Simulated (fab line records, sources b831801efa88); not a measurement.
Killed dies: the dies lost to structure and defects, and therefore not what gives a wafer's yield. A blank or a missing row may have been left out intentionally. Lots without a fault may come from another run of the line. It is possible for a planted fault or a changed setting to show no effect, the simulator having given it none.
A struck lot beside a sound one    flow gf180mcu    15 out of 602 route steps
Sound: wafers L163.3, L163.5, L163.6. Wafers struck: L173.2, L173.3, L173.5. The cause is given at the end.
Order at every step that has rows: each side's tool, ch and its chambers, its first start. Under that, the readings that differ: sound wafers    struck wafers    difference of the means    sigmas: that difference in standard deviations of wafers without a fault.
alike: a reading whose means differ by less than 2 such deviations, as well as words and numbers matching on both sides. not compared: withheld readings; readings where some wafer has no value; bounds like >300 that might hide an equal value; numbers whose values overlap and for which the record gives no deviation.
Wherever a step has rows on one side only, a row that says differs or no value, or a row with sigmas, the two part there. Numbers that have no deviation but don't overlap get no sigmas and don't part them. A reading missing from all wafers of one side parts the sides only when that side holds two or more wafers.

GF_POLY_GATE_THK_MEAS_01:
  sound on film-metro-02, day 8 15:02; struck on film-metro-03, day 12 07:10
  alike: POLY_GATE_CVD_00_THK
then, 8 steps without rows for these wafers: GF_POLY_GATE_DEHYDRATE_02 (time 60 s); GF_POLY_GATE_HMDS_03 (prime time 60 s); GF_POLY_GATE_COAT_04; GF_POLY_GATE_COAT_05 (resist thk 700 nm); GF_POLY_GATE_SOFTBAKE_06 (time 60 s); GF_POLY_GATE_EXPOSE_07 (exposes mask Poly2, target cd 280 nm); GF_POLY_GATE_PEB_08 (peb time 90 s); GF_POLY_GATE_DEVELOP_09 (develop time 60 s).
GF_POLY_GATE_CD_MEAS_10 targets a cd of 280 nm.
  sound on cd-sem-01, day 9 07:47; struck on cd-sem-02, day 13 02:15
reading     sound              struck             difference  sigmas
cd-nm (nm)  281.3 281.4 281.6  278.7 278.6 279.5  -2.5        -3
GF_POLY_GATE_OVL_MEAS_11:
  sound on overlay-02, day 9 07:53; struck on overlay-01, day 13 02:21
reading             sound    struck    difference  sigmas
POLY_GATE_OVL (nm)  11 16 7  -6 -3 -2  -15         -3
GF_POLY_GATE_ETCH_12: etches BARC in N2/H2.
  sound on rie-diel-01 ch 0,3, day 9 07:54; struck on rie-diel-01 ch 1,2,3, day 13 02:23
  alike: drypump-motor-current-A, oes-product-au, throttle-valve-pct
GF_POLY_GATE_ETCH_13: etches poly-Si in HBr/Cl2, stops on SiO2, target depth 198.5 nm, time 69.6 s.
  sound on rie-si-02 ch 2,3, day 9 07:57; struck on rie-si-02 ch 2,3, day 13 02:26
reading                                           sound              struck                   difference  sigmas
oes-product-au (a.u.)                             0.988 0.981 0.980  0.958 0.949 0.947        -0.032      -3
over-etch-frac                                    0.403 0.403 0.403  0.46214 0.46214 0.46214  +0.05914    
model.SiO2_of_DUAL_GATE_OXIDATION_02.thk-nm (nm)  14.67 14.68 14.69  14.55 14.28 14.25        -0.32       
  alike: drypump-motor-current-A, mfc-cl2-sccm, throttle-valve-pct
  not compared: rf-hours-counter-h
GF_POLY_GATE_STRIP_14: strips in O2/N2.
  sound on plasma-asher-03 ch 0,1, day 9 08:02; struck on plasma-asher-01 ch 0,1, day 13 02:29
  alike: drypump-motor-current-A, heater-power-w, oes-product-au
  not compared: rf-hours-counter-h
-- record jumps: 20 days separate the struck wafers' starts on either side; left off in module POLY_GATE, taken up again in module PASSIVATION, whose first shown step is the route's number 602 --
GF_PASSIVATION_PROBE_99:
  the record has rows for the struck wafers here (prober-02, day 32 20:26) and none for the sound ones

## WHERE THEY PART
First at GF_POLY_GATE_CD_MEAS_10; last, within this record, at GF_PASSIVATION_PROBE_99.

WHY: what had been put in by the simulator
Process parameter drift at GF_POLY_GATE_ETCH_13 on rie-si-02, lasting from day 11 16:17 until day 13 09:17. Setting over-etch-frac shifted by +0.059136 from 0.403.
